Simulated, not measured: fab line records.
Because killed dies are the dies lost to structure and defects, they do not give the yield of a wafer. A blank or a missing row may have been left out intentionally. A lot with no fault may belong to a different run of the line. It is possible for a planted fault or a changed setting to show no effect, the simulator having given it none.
Matching of chambers + flow gf180mcu + 4 sister chambers for GF_M5_ETCH_09 on rie diel-03
The step etches Si3N4 in CF4/O2, target depth 52 nm, time 11.6 s. 4 wafers are shown with their chamber, then 8 later ones without.

EACH WAFER AND ITS CHAMBER
| wafer  | chamber | oes product au (a.u.) |
|--------|---------|-----------------------|
| L085.1 | 1       | 0.986                 |
| L087.5 | 3       | 0.992                 |
| L087.6 | 2       | 1.006                 |
| L092.1 | 0       | 1.002                 |

WAFERS MISSING THEIR CHAMBER
| wafer  | oes product au (a.u.) |
|--------|-----------------------|
| L092.2 | 0.997                 |
| L092.3 | 1.004                 |
| L092.4 | 0.989                 |
| L092.5 | 0.988                 |
| L092.6 | 0.986                 |
| L095.1 | 0.981                 |
| L095.3 | 0.999                 |
| L095.6 | 0.993                 |

CHAMBER TAKEN BY EACH
| wafer  | from the rows above               | in truth |
|--------|-----------------------------------|----------|
| L092.2 | can't be placed: 0 or 3 or 2 or 1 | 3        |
| L092.3 | can't be placed: 0 or 2           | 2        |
| L092.4 | can't be placed: 1 or 3           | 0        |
| L092.5 | can't be placed: 1 or 3           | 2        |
| L092.6 | can't be placed: 1 or 3           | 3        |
| L095.1 | can't be placed: 1 or 3           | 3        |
| L095.3 | can't be placed: 0 or 2 or 3      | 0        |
| L095.6 | can't be placed: 3 or 1           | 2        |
Placed correctly: 0 of 8. Unplaceable from these rows: 8, with the true chamber sitting among the candidates in 5. Number placed wrongly: 0.
How it was worked out, from the rows above alone: a wafer's distance from a chamber is the root of the sum, over the readings, of the square of ((its reading less the chamber's mean) divided by the reading's scatter). If the next closest chamber is less than 2 further off than the closest, the wafer can't be placed; otherwise it belongs to the closest. The mean given for a chamber averages the wafers shown for that chamber. The scatter: with one shown wafer a chamber, the root of the mean of the squares of how far each hidden wafer lies from its nearest shown one.
